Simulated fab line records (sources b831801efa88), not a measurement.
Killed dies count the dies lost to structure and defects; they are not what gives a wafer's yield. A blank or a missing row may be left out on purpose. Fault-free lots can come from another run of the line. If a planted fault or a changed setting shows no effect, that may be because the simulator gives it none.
Chamber matching | flow gf180mcu | pecvd-03 running GF_V4_CVD_02: 3 sister chambers
The step deposits SiO2 from TEOS, target thk 850 nm, time 94.851 s. 6 wafers are shown with their chamber, then 10 later ones without.

WAFERS, EACH WITH ITS CHAMBER
wafer  | chamber | heater-power-outer-w (W) | heater-power-w (W)
L084.4 | 1       | 351                      | 659
L084.6 | 0       | 281                      | 529
L085.4 | 1       | 352                      | 652
L085.6 | 2       | 483                      | 793
L091.1 | 0       | 368                      | 641
L091.2 | 2       | 482                      | 790

WAFERS WHOSE CHAMBER IS MISSING
wafer  | heater-power-outer-w (W) | heater-power-w (W)
L091.3 | 322                      | 633
L094.1 | 320                      | 580
L094.2 | 455                      | 746
L094.6 | 256                      | 530
L096.1 | 442                      | 733
L096.4 | 270                      | 522
L096.5 | 365                      | 666
L097.1 | 334                      | 613
L097.2 | 328                      | 630
L097.5 | 353                      | 627

WHICH CHAMBER EACH ONE RAN IN
wafer  | from the rows above     | in truth
L091.3 | can't be placed: 1 or 0 | 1
L094.1 | can't be placed: 0 or 1 | 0
L094.2 | 2                       | 2
L094.6 | can't be placed: 0 or 1 | 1
L096.1 | can't be placed: 2 or 1 | 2
L096.4 | can't be placed: 0 or 1 | 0
L096.5 | can't be placed: 1 or 0 | 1
L097.1 | can't be placed: 0 or 1 | 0
L097.2 | can't be placed: 1 or 0 | 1
L097.5 | can't be placed: 1 or 0 | 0
Correctly placed: 1 of 10. Not placeable from these rows: 9 (in 9, the candidates include the true chamber). Wrongly placed: 0.
How it was worked out, from the rows above alone: a wafer's distance from a chamber is the root of the sum, over the readings, of the square of ((its reading less the chamber's mean) divided by the reading's scatter). If the next closest chamber is less than 2 further off than the closest, the wafer can't be placed; otherwise it belongs to the closest. For every chamber, the mean is computed from those of its wafers that are shown. The scatter is the square root of a quotient: the sum, over the shown wafers, of each reading's squared deviation from its chamber's mean, divided by wafers minus chambers.
